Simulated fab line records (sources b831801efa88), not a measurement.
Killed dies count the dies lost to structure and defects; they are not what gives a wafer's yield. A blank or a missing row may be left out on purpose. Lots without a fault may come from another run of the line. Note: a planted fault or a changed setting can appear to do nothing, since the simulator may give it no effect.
Matching of chambers    flow gf180mcu    4 sister chambers for GF_V3_CMP_04 on cmp-02
The step polishes SiO2. 16 wafers are shown with their chamber, then 8 later ones without.

WAFERS PAIRED WITH THEIR CHAMBERS
wafer   chamber  motor_current_A (A)  time_to_endpoint_s (s)  slurry_filter_dp_kPa (kPa)
L811.1  2        12.0                 83                      13.56
L811.3  0        12.9                 84                      13.42
L811.4  3        11.7                 87                      13.26
L812.1  0        12.6                 80                      13.32
L812.2  3        12.4                 74                      13.34
L812.6  2        11.8                 78                      13.21
L816.1  0        12.6                 83                      13.35
L816.5  1        13.3                 86                      13.47
L816.6  0        13.4                 92                      13.43
L821.2  2        11.9                 71                      13.44
L821.5  3        12.0                 84                      13.45
L821.6  2        11.3                 85                      13.45
L824.1  1        12.7                 76                      13.37
L824.2  0        13.2                 75                      13.69
L824.4  3        11.8                 86                      13.64
L827.1  1        12.5                 80                      13.46

SIGNATURES (means of the wafers above)
reading               chamber 0  chamber 1  chamber 2  chamber 3  scatter within a chamber
motor_current_A       12.940     12.833     11.750     11.975     0.346
time_to_endpoint_s    82.80      80.67      79.25      82.75      5.98
slurry_filter_dp_kPa  13.4420    13.4333    13.4150    13.4225    0.141
Rule: for each reading, subtract the chamber's mean from the wafer's reading, divide by that reading's scatter and square the result; add these up over the readings and take the root, which gives the wafer's distance from the chamber. If the next closest chamber is less than 2 further off than the closest, the wafer can't be placed; otherwise it belongs to the closest. The scatter: take each reading less its chamber's mean, square it, sum over the shown wafers, divide by the number of wafers less the number of chambers, and take the root.

WAFERS WHOSE CHAMBER IS MISSING
wafer   motor_current_A (A)  time_to_endpoint_s (s)  slurry_filter_dp_kPa (kPa)
L827.5  11.6                 87                      13.19
L827.6  11.2                 77                      13.33
L829.3  11.5                 74                      13.63
L829.4  12.8                 94                      13.65
L829.5  12.6                 81                      13.55
L831.1  13.1                 81                      13.46
L831.2  12.4                 80                      13.57
L831.6  13.2                 91                      13.56

CHAMBER TAKEN BY EACH
wafer   from the rows above                in truth
L827.5  can't be placed: 3 or 2            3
L827.6  can't be placed: 2 or 3            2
L829.3  can't be placed: 2 or 3            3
L829.4  can't be placed: 0 or 1 or 3 or 2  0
L829.5  can't be placed: 1 or 0 or 3 or 2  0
L831.1  can't be placed: 0 or 1            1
L831.2  can't be placed: 1 or 3 or 0 or 2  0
L831.6  can't be placed: 0 or 1            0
Correct placement for 0 of the 8. Unplaceable from these rows: 8, with the true chamber sitting among the candidates in 8. Number placed wrongly: 0.
